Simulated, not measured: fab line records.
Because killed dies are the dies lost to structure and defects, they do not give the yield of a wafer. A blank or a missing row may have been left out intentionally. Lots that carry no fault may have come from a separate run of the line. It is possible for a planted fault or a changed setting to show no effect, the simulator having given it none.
Which tool was responsible? + flow sky130 + Sampling: 6 lots, 18 wafers, 3 of 708 route steps

== WHAT EACH GAUGE READ, for each wafer ==
SKY_CONTACT_THK_MEAS_03.
| lot  | measured     | on           | CONTACT_HDPCVD_THK (nm) |
|------|--------------|--------------|-------------------------|
| L139 | day 31 20:54 | filmMetro-02 | 561 564 563             |
| L145 | day 34 05:33 | filmMetro-02 | 559 567 553             |
| L150 | day 35 13:41 | filmMetro-02 | 565 568 458             |
| L154 | day 36 15:50 | filmMetro-04 | 568 569 555             |
| L158 | day 37 17:50 | filmMetro-04 | 563 563 565             |
| L161 | day 38 18:35 | filmMetro-03 | 570 570 566             |

== TOOL THAT RAN EACH LOT (tool first, then ch and the chambers of the sampled wafers, then the start) ==
| lot  | SKY_LI_CONTACT_CVD_21        | SKY_CONTACT_HDPCVD_02            |
|------|------------------------------|----------------------------------|
| L139 | cvdW-02 ch 0,1, day 30 14:22 | hdpcvd-02 ch 0,1,2, day 31 20:49 |
| L145 | cvdW-02 ch 0,1, day 33 00:12 | hdpcvd-01 ch 0,1,2, day 34 05:29 |
| L150 | cvdW-02 ch 1, day 34 09:08   | hdpcvd-01 ch 0,1,2, day 35 13:37 |
| L154 | cvdW-01 ch 0,1, day 35 10:53 | hdpcvd-02 ch 0,1,2, day 36 15:46 |
| L158 | cvdW-01 ch 0,1, day 36 14:01 | hdpcvd-02 ch 0,1,2, day 37 17:45 |
| L161 | cvdW-01 ch 0,1, day 37 15:10 | hdpcvd-02 ch 1,2, day 38 18:31   |
- SKY_LI_CONTACT_CVD_21: deposits W, target thk 400 nm, time 120.56 s.
- SKY_CONTACT_HDPCVD_02: deposits SiO2, target thk 565 nm, time 94.2 s.

== THE ANSWER, worked out from the rows above alone ==
Rule: the usual values come from the lots themselves. Put in order of their means at a reading, lots are off if they are a third of the lots or fewer, leave a main group of 4 or more, and stand apart from it by a gap of 3 or more times the standard deviation of the main group's means; of several such gaps the widest counts. A main group is skipped when, at the precision printed for the reading in the tables above, its means are all equal. Also off: a lot with no number at a reading for which 4 or more lots have one. The other lots that the step has rows for count as sound.
Off: at SKY_CONTACT_THK_MEAS_03 (CONTACT_HDPCVD_THK), L150. For the main group the mean is 564 nm and the standard deviation 2.9.
If a tool, at a process step before that reading, ran all the lots that are off and no sound lot after the first of them, it fits. The gauges at SKY_CONTACT_THK_MEAS_03 are tried like those tools. Can't be told from this: 3 tools fit, cvdW-02 at SKY_LI_CONTACT_CVD_21, hdpcvd-01 at SKY_CONTACT_HDPCVD_02, filmMetro-02 at SKY_CONTACT_THK_MEAS_03.

== WHAT HAD BEEN PUT IN BY THE SIMULATOR ==
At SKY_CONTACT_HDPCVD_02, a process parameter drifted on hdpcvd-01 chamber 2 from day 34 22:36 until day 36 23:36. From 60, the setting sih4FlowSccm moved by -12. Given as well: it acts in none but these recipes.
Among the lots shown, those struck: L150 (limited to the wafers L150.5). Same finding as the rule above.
